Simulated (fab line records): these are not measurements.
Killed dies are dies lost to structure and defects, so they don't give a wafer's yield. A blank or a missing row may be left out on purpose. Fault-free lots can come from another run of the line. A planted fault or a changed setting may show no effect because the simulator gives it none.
Matching of chambers || flow sky130 || rie_diel-03 running SKY_POLY_GATE_ETCH_16: 4 sister chambers
The step etches Si3N4 in CH3F/O2, stops on poly-Si, time 147.5 s, target depth 75 nm. 4 wafers are shown with their chamber, then 7 later ones without.

## EACH WAFER AND ITS CHAMBER
{"wafer": "L188.2", "chamber": 0, "drypump_motor_current_A (A)": 6.7}
{"wafer": "L192.5", "chamber": 2, "drypump_motor_current_A (A)": 6.1}
{"wafer": "L203.2", "chamber": 1, "drypump_motor_current_A (A)": 5.0}
{"wafer": "L203.3", "chamber": 3, "drypump_motor_current_A (A)": 6.4}

## WAFERS WITH NO CHAMBER GIVEN
{"wafer": "L203.6", "drypump_motor_current_A (A)": 6.7}
{"wafer": "L207.1", "drypump_motor_current_A (A)": 6.6}
{"wafer": "L207.2", "drypump_motor_current_A (A)": 4.9}
{"wafer": "L207.4", "drypump_motor_current_A (A)": 6.4}
{"wafer": "L208.1", "drypump_motor_current_A (A)": 6.1}
{"wafer": "L208.2", "drypump_motor_current_A (A)": 4.9}
{"wafer": "L208.5", "drypump_motor_current_A (A)": 6.1}

## THE CHAMBER EACH PASSED THROUGH
{"wafer": "L203.6", "from the rows above": 0, "in truth": 0}
{"wafer": "L207.1", "from the rows above": "can't be placed: 0 or 3", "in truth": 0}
{"wafer": "L207.2", "from the rows above": 1, "in truth": 1}
{"wafer": "L207.4", "from the rows above": 3, "in truth": 3}
{"wafer": "L208.1", "from the rows above": 2, "in truth": 2}
{"wafer": "L208.2", "from the rows above": 1, "in truth": 1}
{"wafer": "L208.5", "from the rows above": 2, "in truth": 2}
Correctly placed: 6 of 7. From these rows, 1 cannot be placed; in 1 the true chamber is one of the candidates. Wrongly placed: 0.
How it was worked out, from the rows above alone: a wafer's distance from a chamber is the root of the sum, over the readings, of the square of ((its reading less the chamber's mean) divided by the reading's scatter). The wafer belongs to the nearest chamber; if the next one is less than 2 further off, it can't be placed. Each chamber's mean is taken over the wafers shown for it. The scatter (one wafer shown for each chamber): square how far every hidden wafer sits from the nearest shown wafer, average those squares and take the square root.
